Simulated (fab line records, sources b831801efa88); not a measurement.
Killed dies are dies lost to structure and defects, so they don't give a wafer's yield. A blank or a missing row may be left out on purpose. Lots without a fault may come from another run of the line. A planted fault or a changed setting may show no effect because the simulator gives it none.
A struck lot beside a sound one | flow sky130 | 15 steps out of a route of 708
Sound: wafers L920.1, L920.2, L920.5. Struck: wafers L911.2, L911.5, L911.6. The cause comes at the end.
At each step with rows: each side's tool, then ch and its chambers, then its first start. Under that, the readings that differ: sound wafers | struck wafers | difference of the means | sigmas: that difference in standard deviations of wafers without a fault.
alike: readings whose means differ by less than 2 such deviations, and words and numbers that are the same on both sides. not compared: withheld readings, readings that some wafer has no value for, bounds like >300 that may hide the same value, and numbers for which the record gives no deviation and whose values overlap.
The two part at a step that has a row with sigmas, a row that says differs or no value, or rows on one side only. Numbers that don't overlap but have no deviation are shown without sigmas and don't part them. A reading that every wafer of one side lacks parts them only if that side has two wafers or more.

first, 2 steps without rows for these wafers: SKY_METAL2_CLEAN_23 (cleans in O3/DIW); SKY_VIA2_HDPCVD_00 (deposits SiO2, target thk 1180 nm, time 196.7 s).
SKY_VIA2_THK_MEAS_01:
  sound on film_metro-02, day 41 20:38; struck on film_metro-02, day 39 10:35
  alike: VIA2_HDPCVD_THK
SKY_VIA2_CMP_02: polishes SiO2.
  sound on cmp-01 ch 1,2,3, day 41 20:47; struck on cmp-01 ch 0,1,2, day 39 10:47
  alike: motor_current_A, slurry_filter_dp_kPa
SKY_VIA2_BOW_MEAS_03:
  sound on film_metro-01, day 41 20:59; struck on film_metro-02, day 39 10:57
  alike: VIA2_BOW
then, 7 steps without rows for these wafers: SKY_VIA2_DEHYDRATE_04 (time 60 s); SKY_VIA2_HMDS_05 (prime time 60 s); SKY_VIA2_COAT_06 (resist thk 60 nm); SKY_VIA2_COAT_07 (resist thk 450 nm); SKY_VIA2_SOFTBAKE_08 (time 90 s); SKY_VIA2_EXPOSE_09 (exposes mask VIM2, target cd 200 nm); SKY_VIA2_PEB_10.
SKY_VIA2_DEVELOP_11: develop time 60 s.
  sound on litho_track-01 ch 0, day 42 20:00; struck on litho_track-03 ch 0, day 40 12:00
  reading              | sound             | struck            | difference | sigmas
  developer_temp_C (C) | 20.91 20.87 20.86 | 23.10 22.94 22.98 | +2.13      | +22
SKY_VIA2_CD_MEAS_12: target cd 200 nm.
  sound on cd_sem-01, day 42 20:34; struck on cd_sem-01, day 40 12:37
  reading    | sound             | struck            | difference | sigmas
  cd_nm (nm) | 200.5 200.3 199.5 | 202.0 203.3 203.4 | +2.8       | +2
-- the record jumps here: 9 days lie between the struck wafers' starts before and after (it left off in module VIA2 and takes up again in module PAD_OPEN, whose first step shown is number 708 of the route) --
SKY_PAD_OPEN_PROBE_99:
  sound on prober-01, day 50 18:32; struck on prober-01, day 49 02:25
  reading               | sound       | struck      | difference | sigmas
  sort_bin_6_memory (%) | 3.3 7.3 5.7 | 8.3 8.1 7.7 | +2.6       | +2
  alike: defect_limited_yield, killed_at_M0_to_M3, killed_at_M4_up, killed_at_contacts, killed_at_front_end, killed_at_other, killed_dies, killed_on_rim, killed_open, killed_short, sort_bin_3_pad_short, sort_bin_5_function, sort_n_pass, sort_yield_pct

WHERE THEY PART
First at SKY_VIA2_DEVELOP_11; last, within this record, at SKY_PAD_OPEN_PROBE_99.

WHY: what the simulator had put in
Process parameter drift: litho_track-03, from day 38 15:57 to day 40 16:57, at SKY_VIA2_DEVELOP_11. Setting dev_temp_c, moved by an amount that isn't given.
